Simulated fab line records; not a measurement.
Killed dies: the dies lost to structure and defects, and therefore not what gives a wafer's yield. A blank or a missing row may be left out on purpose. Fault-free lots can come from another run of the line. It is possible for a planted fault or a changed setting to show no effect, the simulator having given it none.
Chamber matching -- flow gf180mcu -- rie diel-02 running GF_HV_LDD_ETCHBACK_58: 4 sister chambers
The step etches Si3N4 in CH3F/O2, stops on SiO2, time 100 s, target depth 90 nm. 4 wafers are shown with their chamber, then 7 later ones without.

== WAFERS, EACH WITH ITS CHAMBER ==
wafer,chamber,drypump motor current A (A)
L815.4,0,6.0
L817.3,1,5.9
L821.3,2,5.3
L821.5,3,5.0

== WAFERS WHOSE CHAMBER IS MISSING ==
wafer,drypump motor current A (A)
L821.6,5.4
L832.4,5.0
L832.5,5.8
L832.6,5.9
L835.2,5.9
L835.4,5.4
L835.6,5.3

== WHICH CHAMBER EACH WENT THROUGH ==
wafer,from the rows above,in truth
L821.6,2,2
L832.4,3,3
L832.5,can't be placed: 1 or 0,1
L832.6,can't be placed: 1 or 0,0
L835.2,can't be placed: 1 or 0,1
L835.4,2,2
L835.6,2,2
Placed correctly: 4 of 7. From these rows, 3 cannot be placed; in 3 the true chamber is one of the candidates. 0 placed wrongly.
How it was worked out, from the rows above alone: a wafer's distance from a chamber is the root of the sum, over the readings, of the square of ((its reading less the chamber's mean) divided by the reading's scatter). If the next closest chamber is less than 2 further off than the closest, the wafer can't be placed; otherwise it belongs to the closest. The mean given for a chamber averages the wafers shown for that chamber. The scatter: root of mean squared gap, hidden wafer to nearest shown wafer, with one shown wafer a chamber.
